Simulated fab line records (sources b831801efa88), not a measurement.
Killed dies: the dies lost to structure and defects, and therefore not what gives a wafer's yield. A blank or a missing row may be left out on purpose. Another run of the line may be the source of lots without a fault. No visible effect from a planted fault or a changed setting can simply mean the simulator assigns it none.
A lot that was struck, set against a sound lot :: flow sky130 :: 18 out of 708 route steps
Sound: these wafers, L923.1, L923.3, L923.5. Wafers struck: L934.2, L934.4, L934.6. The cause is given at the end.
Each step with rows lists, per side, the tool, then ch with its chambers, then its first start. Under that, the readings that differ: sound wafers :: struck wafers :: difference of the means :: sigmas: that difference in standard deviations of wafers without a fault.
alike: same words and numbers on both sides, and readings whose means sit less than 2 such deviations apart. not compared: any withheld reading, any reading some wafer has no value for, any bound like >300 that may hide the same value, and any number with overlapping values for which the record gives no deviation.
The two part at a step that has a row with sigmas, a row that says differs or no value, or rows on one side only. Numbers that have no deviation but don't overlap get no sigmas and don't part them. A reading that every wafer of one side lacks parts them only if that side has two wafers or more.

SKY_SONOS_ONO_OVL_MEAS_14:
  sound on overlay-01, day 15 22:46; struck on overlay-01, day 19 14:34
  alike: SONOS_ONO_OVL
SKY_SONOS_ONO_ETCH_15: etches the open film in CHF3/O2, target depth 19.52 nm, time 7.8 s.
  sound on rie diel-02 ch 2,3, day 15 22:48; struck on rie diel-02 ch 0,2,3, day 19 14:36
  alike: drypump motor current A, oes product au, throttle valve pct
  not compared: rf hours counter h
then, 1 step without rows for these wafers: SKY_SONOS_ONO_WET_ETCH_16 (etches SiO2 in dHF, target depth 14 nm, time 280 s).
SKY_SONOS_ONO_STRIP_17: strips in O2/N2.
  sound on plasma asher-03 ch 0, day 15 22:54; struck on plasma asher-02 ch 0,1, day 19 14:43
reading: drypump motor current A (A)
sound: 5.71 5.70 5.70
struck: 6.05 6.08 6.32
difference: +0.45
sigmas: +2
  alike: oes product au, strip time to endpoint s
  not compared: rf hours counter h
then, 3 steps without rows for these wafers: SKY_SONOS_ONO_WET_ETCH_18 (etches Si3N4 in H3PO4, target depth 15 nm, time 172 s); SKY_GATE_OXIDE_CLEAN_00 (cleans in SC1/SC2, time 150 s); SKY_GATE_OXIDE_OXIDATION_01 (stabilise 600 s, purge 300 s, target thk 10.268 nm).
SKY_GATE_OXIDE_THK_MEAS_02:
  sound on film metro-04, day 16 00:31; struck on film metro-04, day 19 16:20
  alike: GATE_OXIDE_OXIDATION_00_THK
then, 4 steps without rows for these wafers: SKY_GATE_OXIDE_DEHYDRATE_03 (time 60 s); SKY_GATE_OXIDE_HMDS_04 (prime time 60 s); SKY_GATE_OXIDE_COAT_05 (resist thk 1140 nm); SKY_GATE_OXIDE_SOFTBAKE_06 (time 60 s).
SKY_GATE_OXIDE_EXPOSE_07: exposes mask LVOM, target cd 600 nm.
  sound on iline stepper-02 ch 0, day 16 13:59; struck on iline stepper-01 ch 0, day 20 07:59
reading: model.GATE_OXIDE.overlay x nm (nm)
sound: -0.2976 -0.2976 -0.2976
struck: 118.3 118.3 118.3
difference: +118.6
sigmas: 
  alike: mask
then, 2 steps without rows for these wafers: SKY_GATE_OXIDE_PEB_08; SKY_GATE_OXIDE_DEVELOP_09 (develop time 60 s).
SKY_GATE_OXIDE_OVL_MEAS_10:
  sound on overlay-02, day 17 03:33; struck on overlay-02, day 20 22:50
reading: GATE_OXIDE_OVL (nm)
sound: -0.2 0.4 1.1
struck: 120.1 117.6 118.7
difference: +118.4
sigmas: +66
after that, 1 step had no rows for these wafers: SKY_GATE_OXIDE_IMPLANT_11.
-- here the record skips 29 days between the struck wafers' starts before and after, leaving off in module GATE_OXIDE and picking up in module PAD_OPEN (first step shown: number 708 of the route) --
SKY_PAD_OPEN_PROBE_99:
  sound on prober-01, day 48 05:33; struck on prober-02, day 50 10:46
  alike: killed_at_M0_to_M3, killed_at_M4_up, killed at contacts, killed at front end, killed at other, killed dies, killed open, killed short

== WHERE THEY PART ==
First at SKY_SONOS_ONO_STRIP_17; last, within this record, at SKY_GATE_OXIDE_OVL_MEAS_10. Later steps at which nothing parts them and some readings are alike: SKY_PAD_OPEN_PROBE_99.

WHY: whatever the simulator had introduced
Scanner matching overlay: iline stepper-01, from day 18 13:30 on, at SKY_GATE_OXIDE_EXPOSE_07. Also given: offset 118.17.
